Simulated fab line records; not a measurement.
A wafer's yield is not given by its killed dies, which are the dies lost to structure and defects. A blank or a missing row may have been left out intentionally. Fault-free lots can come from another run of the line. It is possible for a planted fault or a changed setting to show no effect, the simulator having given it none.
A struck lot beside a sound one + flow sky130 + 14 out of 708 route steps
Sound: these wafers, L759.1, L759.2, L759.5. Wafers L771.1, L771.3, L771.6 were the ones struck. Last of all comes the cause.
At each step with rows: each side's tool, then ch and its chambers, then its first start. Under that, the readings that differ: sound wafers + struck wafers + difference of the means + sigmas: that difference in standard deviations of wafers without a fault.
alike: same words and numbers on both sides, and readings whose means sit less than 2 such deviations apart. not compared: any withheld reading, any reading some wafer has no value for, any bound like >300 that may hide the same value, and any number with overlapping values for which the record gives no deviation.
A row with sigmas, a row that says differs or no value, or rows on one side alone: a step with any of these is where the two part. Non-overlapping numbers with no deviation appear without sigmas and do not part them. Lack of a reading on every wafer of one side parts them only where that side has two or more wafers.

first, 4 steps without rows for these wafers: SKY_VIA1_SOFTBAKE_08 (time 90 s); SKY_VIA1_EXPOSE_09 (exposes mask VIM, target cd 150 nm); SKY_VIA1_PEB_10; SKY_VIA1_DEVELOP_11 (develop time 60 s).
SKY_VIA1_CD_MEAS_12: the cd target is 150 nm.
  sound on cdSem-01 at day 36 02:40; struck on cdSem-02 at day 39 21:35
  alike: cdNm
SKY_VIA1_OVL_MEAS_13:
  sound on overlay-02 at day 36 02:47; struck on overlay-02 at day 39 21:42
  alike: VIA1_OVL
SKY_VIA1_ETCH_14: etches BARC in N2/H2, stops on SiO2, time 45.9 s, target depth 60 nm.
  sound on rieDiel-01 ch 1,3, day 36 02:50; struck on rieDiel-01 ch 2,3, day 39 21:44
  alike: drypumpMotorCurrentA, oesProductAu, rfFwdPowerW, throttleValvePct
  not compared: rfHoursCounterH
SKY_VIA1_ETCH_15: etches SiO2 in C4F8/O2/Ar, stops on TiN, target depth 351 nm, time 54 s.
  sound on rieDiel-01 ch 1,3, day 36 02:52; struck on rieDiel-01 ch 2,3, day 39 21:47
  alike: oesProductAu, rfFwdPowerW
  not compared: rfHoursCounterH
SKY_VIA1_STRIP_16: strips in O2/N2.
  sound on plasmaAsher-03 ch 0,1, day 36 02:55; struck on plasmaAsher-04 ch 0, day 39 21:50
| reading             | sound             | struck            | difference | sigmas |
|---------------------|-------------------|-------------------|------------|--------|
| oesProductAu (a.u.) | 0.426 0.418 0.417 | 0.406 0.415 0.412 | -0.009     | -2     |
  alike: drypumpMotorCurrentA, stripTimeToEndpointS
  not compared: rfHoursCounterH
then, 3 steps without rows for these wafers: SKY_VIA1_STRIP_17 (strips in post etch residue remover, time 1200 s); SKY_VIA1_CLEAN_18 (cleans in IPA, time 180 s); SKY_VIA1_CLEAN_19 (cleans in O3/DIW).
SKY_VIA1_SPUTTER_20: material TiN, target thk 20 nm, time 80 s.
  sound on pvdSputter-02 at day 36 03:31; struck on pvdSputter-01 at day 39 22:26
  no value came back on the struck wafers for cathodeDcPowerW (W), chamberPressurePa (Pa), throttleValvePct (%); on the sound wafers cathodeDcPowerW (W) reads 3999.0 3999.0 3999.5
SKY_VIA1_CVD_21: deposits W, target thk 270 nm, time 80.902 s.
  sound on cvdW-02 ch 0,1, day 36 03:34; struck on cvdW-02 ch 1, day 39 22:29
  alike: heaterPowerW

## WHERE THEY PART
First at SKY_VIA1_STRIP_16; last, within this record, at SKY_VIA1_SPUTTER_20. Later steps at which nothing parts them and some readings are alike: SKY_VIA1_CVD_21.

WHY: what the simulator had put in
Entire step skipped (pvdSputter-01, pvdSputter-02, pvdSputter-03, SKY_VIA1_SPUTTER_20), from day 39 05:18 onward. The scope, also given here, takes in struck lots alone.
